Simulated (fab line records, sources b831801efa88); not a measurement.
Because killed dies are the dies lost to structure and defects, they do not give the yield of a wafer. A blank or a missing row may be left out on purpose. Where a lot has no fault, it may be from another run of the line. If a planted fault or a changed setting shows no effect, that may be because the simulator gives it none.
Which of the tools did it?    flow sfq line    7 lots, 21 wafers sampled, at 5 steps of a route of 325

WHAT EACH GAUGE READ, for each wafer
SFQ_R5_RS_MEAS_933: measurement is done with a four-point probe.
lot   measured      on             R5_MONX_RS (ohm/sq)
L275  day 56 20:44  film metro-01  7.01 6.89 6.87
L277  day 57 02:38  film metro-01  6.99 6.93 6.91
L279  day 57 13:24  film metro-04  7.09 6.87 6.96
L282  day 58 02:04  film metro-02  7.10 7.10 7.10
L285  day 59 12:28  film metro-01  7.08 7.14 7.05
L294  day 61 02:55  film metro-02  4.17 4.20 4.18 4.18 4.20 4.17
L296  day 61 21:46  film metro-01  7.04 7.05 6.98

TOOL THAT RAN EACH LOT (tool first, then ch and the chambers of the sampled wafers, then the start)
lot   SFQ_TRILAYER_JJ_CE_METRO_MEASURE_117  SFQ_TRILAYER_JJ_CE_BARC_OPEN_RIE_150  SFQ_TRILAYER_A5B_METRO_MEASURE_131  SFQ_TRILAYER_R5_DEP_SPUTTER_133
L275  cd sem-01, day 56 10:22               rie metal-03 ch 0,1, day 56 11:22     film metro-04, day 56 19:38         pvd sputter-04, day 56 20:39
L277  cd sem-01, day 56 16:22               rie metal-01 ch 0,1, day 56 17:22     film metro-04, day 57 01:31         pvd sputter-05, day 57 02:32
L279  cd sem-01, day 57 03:34               rie metal-01 ch 0,1, day 57 04:12     film metro-01, day 57 12:39         pvd sputter-06, day 57 13:18
L282  cd sem-02, day 57 13:46               rie metal-02 ch 0,1, day 57 14:58     film metro-01, day 58 00:46         pvd sputter-04, day 58 01:59
L285  cd sem-01, day 59 02:10               rie metal-01 ch 0,1, day 59 03:00     film metro-03, day 59 11:32         pvd sputter-06, day 59 12:22
L294  cd sem-02, day 60 12:57               rie metal-03 ch 0,1, day 60 13:57     film metro-01, day 61 01:48         pvd sputter-06, day 61 02:49
L296  cd sem-02, day 61 09:09               rie metal-02 ch 0,1, day 61 10:21     film metro-04, day 61 20:29         pvd sputter-05, day 61 21:42
- SFQ_TRILAYER_JJ_CE_METRO_MEASURE_117
- SFQ_TRILAYER_JJ_CE_BARC_OPEN_RIE_150: chemistry O2, target BARC, target depth 240 nm, time 80 s.
- SFQ_TRILAYER_A5B_METRO_MEASURE_131
- SFQ_TRILAYER_R5_DEP_SPUTTER_133: material MoNx, target thk 40 nm, time 66.7 s.

THE ANSWER, worked out from the rows above alone
Rule: what is usual is taken from the lots themselves. Put in order of their means at a reading, lots are off if they are a third of the lots or fewer, leave a main group of 4 or more, and stand apart from it by a gap of 3 or more times the standard deviation of the main group's means; of several such gaps the widest counts. If all means in a main group match to the digits the tables above print for the reading, that group is not used. A lot without any number at a reading at which 4 lots or more have one is off too. All remaining lots with rows at the step are treated as sound.
Off: at SFQ_R5_RS_MEAS_933 (R5_MONX_RS), L294. Main group: mean 7.01 ohm/sq, sd 0.068.
A tool fits if, at a process step before that reading, it ran every lot that is off, and no sound lot after the first of them. Gauges at SFQ_R5_RS_MEAS_933: tried the same way as those tools. Can't be told from this: 4 tools fit, rie metal-03 at SFQ_TRILAYER_JJ_CE_BARC_OPEN_RIE_150, film metro-01 at SFQ_TRILAYER_A5B_METRO_MEASURE_131, pvd sputter-06 at SFQ_TRILAYER_R5_DEP_SPUTTER_133, film metro-02 at SFQ_R5_RS_MEAS_933.

WHAT THE SIMULATOR HAD INSERTED
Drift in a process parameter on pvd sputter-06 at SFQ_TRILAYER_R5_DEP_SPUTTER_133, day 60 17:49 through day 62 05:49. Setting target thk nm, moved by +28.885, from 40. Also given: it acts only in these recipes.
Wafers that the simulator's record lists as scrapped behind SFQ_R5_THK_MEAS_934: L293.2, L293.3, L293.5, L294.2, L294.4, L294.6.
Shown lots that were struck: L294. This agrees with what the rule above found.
